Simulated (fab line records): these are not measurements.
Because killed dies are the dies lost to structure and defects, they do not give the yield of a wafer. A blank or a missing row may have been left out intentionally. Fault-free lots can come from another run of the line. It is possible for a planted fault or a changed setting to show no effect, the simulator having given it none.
The tool behind it: which one? | flow gf180mcu | 13 lots with 38 wafers sampled at 6 steps, on a route of 602 steps

WHAT EACH GAUGE READ, for each wafer
GF_PSD_CD_MEAS_07: target cd 400 nm.
lot  | measured     | on        | cd nm (nm)
L563 | day 14 03:38 | cd sem-01 | 403.1 399.4 399.4
L564 | day 14 12:59 | cd sem-02 | 401.0 399.3 401.1
L565 | day 14 20:26 | cd sem-01 | 403.0 402.3 400.9
L566 | day 15 05:35 | cd sem-01 | 397.6 399.1 398.1
L567 | day 15 10:32 | cd sem-01 | 401.3 400.4 399.4
L569 | day 16 03:40 | cd sem-01 | 397.5 400.1 398.7
L570 | day 16 10:35 | cd sem-01 | 396.7 396.1
L578 | day 19 07:56 | cd sem-02 | 401.3 399.8 399.4
L580 | day 20 11:28 | cd sem-01 | 400.4 399.7 401.2
L582 | day 20 19:07 | cd sem-01 | 398.9 398.0 399.2
L583 | day 21 05:31 | cd sem-01 | 404.0 403.4 403.7
L584 | day 21 20:46 | cd sem-02 | 398.8 399.6 400.8
L586 | day 22 06:22 | cd sem-02 | 402.7 403.1 404.4

GF_PSD_RS_MEAS_14: a four-point-probe measurement.
lot  | measured     | on            | NSD_RS (ohm/sq)
L563 | day 14 04:14 | film metro-04 | 46.13 46.29 46.24
L564 | day 14 13:35 | film metro-01 | 46.24 46.25 46.17
L565 | day 14 21:07 | film metro-01 | 46.15 46.33 46.21
L566 | day 15 06:12 | film metro-01 | 46.10 46.24 46.14
L567 | day 15 11:08 | film metro-04 | 46.00 46.05 46.05
L569 | day 16 04:16 | film metro-01 | 46.04 43.48 43.58 46.07 43.50 43.50
L570 | day 16 11:11 | film metro-04 | 46.17 43.74 46.17 43.79
L578 | day 19 08:32 | film metro-02 | 46.02 46.14 46.12
L580 | day 20 12:04 | film metro-04 | 46.08 46.11 46.26
L582 | day 20 19:43 | film metro-02 | 46.19 46.17 46.14
L583 | day 21 06:07 | film metro-04 | 46.09 46.19 46.14
L584 | day 21 21:22 | film metro-01 | 46.18 46.27 46.24
L586 | day 22 06:58 | film metro-02 | 45.94 45.96 46.10

GF_PSD_RS_MEAS_15: a four-point-probe measurement.
lot  | measured     | on            | PSD_RS (ohm/sq)
L563 | day 14 04:22 | film metro-04 | 108.6 108.7 108.9
L564 | day 14 13:42 | film metro-01 | 108.6 108.3 108.4
L565 | day 14 21:14 | film metro-01 | 108.8 108.8 108.8
L566 | day 15 06:19 | film metro-01 | 108.4 108.5 108.7
L567 | day 15 11:15 | film metro-04 | 108.1 108.6 108.6
L569 | day 16 06:14 | film metro-01 | 108.5 103.5 103.5 108.2 103.2 103.6
L570 | day 16 15:48 | film metro-04 | 108.5 103.8 108.6 103.8
L578 | day 19 08:40 | film metro-02 | 108.6 108.9 108.6
L580 | day 20 12:11 | film metro-04 | 108.8 109.0 109.0
L582 | day 20 19:50 | film metro-02 | 108.8 108.6 108.7
L583 | day 21 06:14 | film metro-04 | 108.8 108.9 108.4
L584 | day 21 21:29 | film metro-01 | 108.7 108.7 108.8
L586 | day 22 07:05 | film metro-02 | 107.6 108.0 108.0

GF_CONTACT_THK_MEAS_03.
lot  | measured     | on            | CONTACT_CVD_02_THK (nm)
L563 | day 15 02:25 | film metro-03 | 855 859 859
L564 | day 15 12:34 | film metro-04 | 860 851 867
L565 | day 15 19:10 | film metro-03 | 849 845 867
L566 | day 16 05:08 | film metro-02 | 840 862 860
L567 | day 16 10:01 | film metro-04 | 860 859 872
L569 | day 17 04:44 | film metro-04 | 857 881 871
L570 | day 17 10:51 | film metro-02 | 835 864
L578 | day 20 09:44 | film metro-03 | 855 864 867
L580 | day 21 13:13 | film metro-03 | 867 862 864
L582 | day 21 20:56 | film metro-04 | 855 853 868
L583 | day 22 07:27 | film metro-03 | 846 855 861
L584 | day 22 21:06 | film metro-02 | 853 869 863
L586 | day 23 07:16 | film metro-04 | 856 868 859

GF_CONTACT_CD_MEAS_14: target cd 220 nm.
lot  | measured     | on        | cd nm (nm)
L563 | day 15 23:44 | cd sem-02 | 220.8 220.5 221.8
L564 | day 16 10:27 | cd sem-01 | 222.2 223.5 221.0
L565 | day 16 17:54 | cd sem-02 | 221.0 222.5 221.2
L566 | day 17 04:08 | cd sem-02 | 219.3 218.3 220.1
L567 | day 17 09:11 | cd sem-02 | 220.9 220.0 222.2
L569 | day 18 04:46 | cd sem-02 | 218.8 219.8 218.8
L570 | day 18 11:13 | cd sem-02 | 219.3 220.8
L578 | day 21 10:45 | cd sem-02 | 219.6 220.1 219.1
L580 | day 22 13:13 | cd sem-02 | 221.2 219.5 220.6
L582 | day 22 19:46 | cd sem-02 | 220.7 220.5 218.7
L583 | day 23 06:39 | cd sem-02 | 219.4 221.2 221.8
L584 | day 23 20:16 | cd sem-01 | 218.8 219.1 218.7
L586 | day 24 06:46 | cd sem-02 | 219.1 220.6 220.9

EACH LOT AND THE TOOL THAT RAN IT (in order: tool; ch and the chambers of the sampled wafers; start)
lot  | GF_PSD_RTA_13
L563 | rtp anneal-02 ch 0, day 14 04:09
L564 | rtp anneal-02 ch 0, day 14 13:29
L565 | rtp anneal-02 ch 0, day 14 20:57
L566 | rtp anneal-01 ch 0, day 15 06:06
L567 | rtp anneal-02 ch 0, day 15 11:03
L569 | rtp anneal-02 ch 0, day 16 04:10
L570 | rtp anneal-02 ch 0, day 16 11:06
L578 | rtp anneal-01 ch 0, day 19 08:27
L580 | rtp anneal-02 ch 0, day 20 11:59
L582 | rtp anneal-02 ch 0, day 20 19:38
L583 | rtp anneal-02 ch 0, day 21 06:01
L584 | rtp anneal-02 ch 0, day 21 21:17
L586 | rtp anneal-02 ch 0, day 22 06:53
- GF_PSD_RTA_13: time 20 s.

WHAT THE TOOLS THEMSELVES READ (means of the sampled wafers that have a number; where no wafer has one, the mark that the record gives instead)
GF_PSD_RTA_13.
lot  | tool          | lamp power pct (%) | run length s (s) | wafer_temp_C_max
L563 | rtp anneal-02 | 30.0               | 48.5             | 1033.7
L564 | rtp anneal-02 | 30.0               | 48.4             | 1033.8
L565 | rtp anneal-02 | 30.0               | 48.4             | 1032.9
L566 | rtp anneal-01 | 31.5               | 48.6             | 1028.9
L567 | rtp anneal-02 | 30.0               | 48.2             | 1034.4
L569 | rtp anneal-02 | 30.0               | 56.6             | 1034.6
L570 | rtp anneal-02 | 30.0               | 54.5             | 1032.2
L578 | rtp anneal-01 | 31.5               | 48.7             | 1028.0
L580 | rtp anneal-02 | 30.0               | 48.4             | 1033.6
L582 | rtp anneal-02 | 30.0               | 48.3             | 1032.3
L583 | rtp anneal-02 | 30.0               | 48.6             | 1034.4
L584 | rtp anneal-02 | 30.0               | 48.5             | 1033.6
L586 | rtp anneal-02 | 30.0               | 48.4             | 1033.9

THE ANSWER, worked out from the rows above alone
Rule: the lots themselves supply what counts as usual. Put in order of their means at a reading, lots are off if they are a third of the lots or fewer, leave a main group of 4 or more, and stand apart from it by a gap of 3 or more times the standard deviation of the main group's means; of several such gaps the widest counts. A main group is skipped when, at the precision printed for the reading in the tables above, its means are all equal. Also off: a lot with no number at a reading for which 4 or more lots have one. The other lots that the step has rows for count as sound. The gauges are gone through in route order, then the tools' own readings, and for those a lot's mean is taken as printed above. The first step at which some lot is off is used, and at that step the reading that is off furthest; a lot without a number counts as furthest.
Off: at GF_PSD_RS_MEAS_14 (NSD_RS), L569, L570. The main group has a mean of 46.15 ohm/sq with a standard deviation of 0.075.
If a tool, at a process step before that reading, ran all the lots that are off and no sound lot after the first of them, it fits. The gauges at GF_PSD_RS_MEAS_14 aren't tried: what is off there is off at GF_PSD_RTA_13 too, on other tools, and a gauge's error can't cause that. Of those tried, none fits.

WHAT WAS PUT IN BY THE SIMULATOR
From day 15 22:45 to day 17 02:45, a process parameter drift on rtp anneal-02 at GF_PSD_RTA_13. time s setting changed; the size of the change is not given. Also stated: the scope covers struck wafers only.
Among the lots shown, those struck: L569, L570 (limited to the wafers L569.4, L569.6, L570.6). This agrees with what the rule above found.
